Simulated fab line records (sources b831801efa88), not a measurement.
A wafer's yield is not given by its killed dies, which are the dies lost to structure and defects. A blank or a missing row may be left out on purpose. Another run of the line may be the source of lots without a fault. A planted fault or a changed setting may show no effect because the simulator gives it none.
Shared-tool check / flow sky130 / 42 wafers sampled across 14 lots

## REASON FOR OPENING
At SKY_VT_ADJUST_HVTP_TW_MEAS_11 the reading VT_ADJUST_HVTP_TW is flagged on 3 of 14 lots. No-fault wafers: 1342, standard deviation 7.3.
Rule: a lot gets a flag if all its wafers with a number sit over 4 standard deviations from that mean, or if no wafer of it has a number. The other lots count as sound.

lot=L573; measured=day 6 05:06; on=film-metro-03; VT_ADJUST_HVTP_TW, wafer by wafer=1347 1340 1356; flag=
lot=L575; measured=day 6 20:57; on=film-metro-01; VT_ADJUST_HVTP_TW, wafer by wafer=1357 1357 1357; flag=
lot=L576; measured=day 6 22:25; on=film-metro-03; VT_ADJUST_HVTP_TW, wafer by wafer=1348 1352 1355; flag=
lot=L580; measured=day 7 22:36; on=film-metro-03; VT_ADJUST_HVTP_TW, wafer by wafer=1303 1294 1305; flag=FLAGGED
lot=L581; measured=day 8 06:20; on=film-metro-02; VT_ADJUST_HVTP_TW, wafer by wafer=1339 1345 1352; flag=
lot=L584; measured=day 9 00:51; on=film-metro-02; VT_ADJUST_HVTP_TW, wafer by wafer=1290 1293 1295; flag=FLAGGED
lot=L585; measured=day 9 08:04; on=film-metro-02; VT_ADJUST_HVTP_TW, wafer by wafer=1293 1289 1297; flag=FLAGGED
lot=L588; measured=day 10 07:43; on=film-metro-03; VT_ADJUST_HVTP_TW, wafer by wafer=1342 1341 1345; flag=
lot=L590; measured=day 10 15:18; on=film-metro-03; VT_ADJUST_HVTP_TW, wafer by wafer=1346 1342 1342; flag=
lot=L591; measured=day 10 22:07; on=film-metro-03; VT_ADJUST_HVTP_TW, wafer by wafer=1339 1340 1345; flag=
lot=L592; measured=day 11 05:07; on=film-metro-02; VT_ADJUST_HVTP_TW, wafer by wafer=1339 1347 1343; flag=
lot=L593; measured=day 11 08:56; on=film-metro-02; VT_ADJUST_HVTP_TW, wafer by wafer=1350 1352 1343; flag=
lot=L594; measured=day 12 01:28; on=film-metro-01; VT_ADJUST_HVTP_TW, wafer by wafer=1346 1349 1350; flag=
lot=L595; measured=day 12 11:39; on=film-metro-01; VT_ADJUST_HVTP_TW, wafer by wafer=1341 1348 1341; flag=
On average the flagged lots' numbers are 1295, which is -47 against the usual, or -6 standard deviations.

## EACH LOT AND THE TOOL IT RAN ON
The record keeps 1 process step preceding the reading, out of 708 steps on the route. Read each cell as the tool, then ch plus the chambers that the sampled wafers visited, then the start.
lot=L573; flag=; SKY_VT_ADJUST_HVTP_IMPLANT_09=implanter-03 ch 0, day 6 04:51
lot=L575; flag=; SKY_VT_ADJUST_HVTP_IMPLANT_09=implanter-03 ch 0, day 6 20:42
lot=L576; flag=; SKY_VT_ADJUST_HVTP_IMPLANT_09=implanter-02 ch 0, day 6 22:10
lot=L580; flag=FLAGGED; SKY_VT_ADJUST_HVTP_IMPLANT_09=implanter-03 ch 0, day 7 22:21
lot=L581; flag=; SKY_VT_ADJUST_HVTP_IMPLANT_09=implanter-04 ch 0, day 8 06:07
lot=L584; flag=FLAGGED; SKY_VT_ADJUST_HVTP_IMPLANT_09=implanter-03 ch 0, day 9 00:36
lot=L585; flag=FLAGGED; SKY_VT_ADJUST_HVTP_IMPLANT_09=implanter-03 ch 0, day 9 07:49
lot=L588; flag=; SKY_VT_ADJUST_HVTP_IMPLANT_09=implanter-02 ch 0, day 10 07:29
lot=L590; flag=; SKY_VT_ADJUST_HVTP_IMPLANT_09=implanter-02 ch 0, day 10 15:03
lot=L591; flag=; SKY_VT_ADJUST_HVTP_IMPLANT_09=implanter-02 ch 0, day 10 21:53
lot=L592; flag=; SKY_VT_ADJUST_HVTP_IMPLANT_09=implanter-02 ch 0, day 11 04:53
lot=L593; flag=; SKY_VT_ADJUST_HVTP_IMPLANT_09=implanter-02 ch 0, day 11 08:41
lot=L594; flag=; SKY_VT_ADJUST_HVTP_IMPLANT_09=implanter-02 ch 0, day 12 01:13
lot=L595; flag=; SKY_VT_ADJUST_HVTP_IMPLANT_09=implanter-04 ch 0, day 12 11:24
What the steps here do:
- SKY_VT_ADJUST_HVTP_IMPLANT_09
- SKY_VT_ADJUST_HVTP_TW_MEAS_11

## FLAGGED OVER TOTAL, TOOL BY TOOL (the gauges that took the reading come last)
step=SKY_VT_ADJUST_HVTP_IMPLANT_09; tool=implanter-02; lots run=7; flagged=0; share of the flagged lots=none; sound lots run after its first flagged lot=-
step=SKY_VT_ADJUST_HVTP_IMPLANT_09; tool=implanter-03; lots run=5; flagged=3; share of the flagged lots=all; sound lots run after its first flagged lot=0
step=SKY_VT_ADJUST_HVTP_IMPLANT_09; tool=implanter-04; lots run=2; flagged=0; share of the flagged lots=none; sound lots run after its first flagged lot=-
step=SKY_VT_ADJUST_HVTP_TW_MEAS_11; tool=film-metro-01; lots run=3; flagged=0; share of the flagged lots=none; sound lots run after its first flagged lot=-
step=SKY_VT_ADJUST_HVTP_TW_MEAS_11; tool=film-metro-02; lots run=5; flagged=2; share of the flagged lots=some; sound lots run after its first flagged lot=2 (L592,L593)
step=SKY_VT_ADJUST_HVTP_TW_MEAS_11; tool=film-metro-03; lots run=6; flagged=1; share of the flagged lots=some; sound lots run after its first flagged lot=3 (L588,L590,L591)

## WHAT THE TABLE PERMITS
In the table, 1 row covers all flagged lots: implanter-03 at SKY_VT_ADJUST_HVTP_IMPLANT_09.
- implanter-03 at SKY_VT_ADJUST_HVTP_IMPLANT_09 ran 5 lots, 3 of them flagged. It ran its last sound lot, L575, at day 6 20:42 and its first flagged lot, L580, at day 7 22:21: a fault with its onset between the two fits. Its own readings (dose-ions-cm2) fall more than 4 standard deviations out on all wafers of the flagged lots.
implanter-03 at SKY_VT_ADJUST_HVTP_IMPLANT_09 is the single tool remaining.

## WHAT THE SIMULATOR HAD INSERTED
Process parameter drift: implanter-03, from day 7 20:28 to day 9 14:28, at SKY_VT_ADJUST_HVTP_IMPLANT_09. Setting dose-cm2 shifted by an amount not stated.
Struck lots among those shown: L580, L584, L585. The same result came from the rule above.
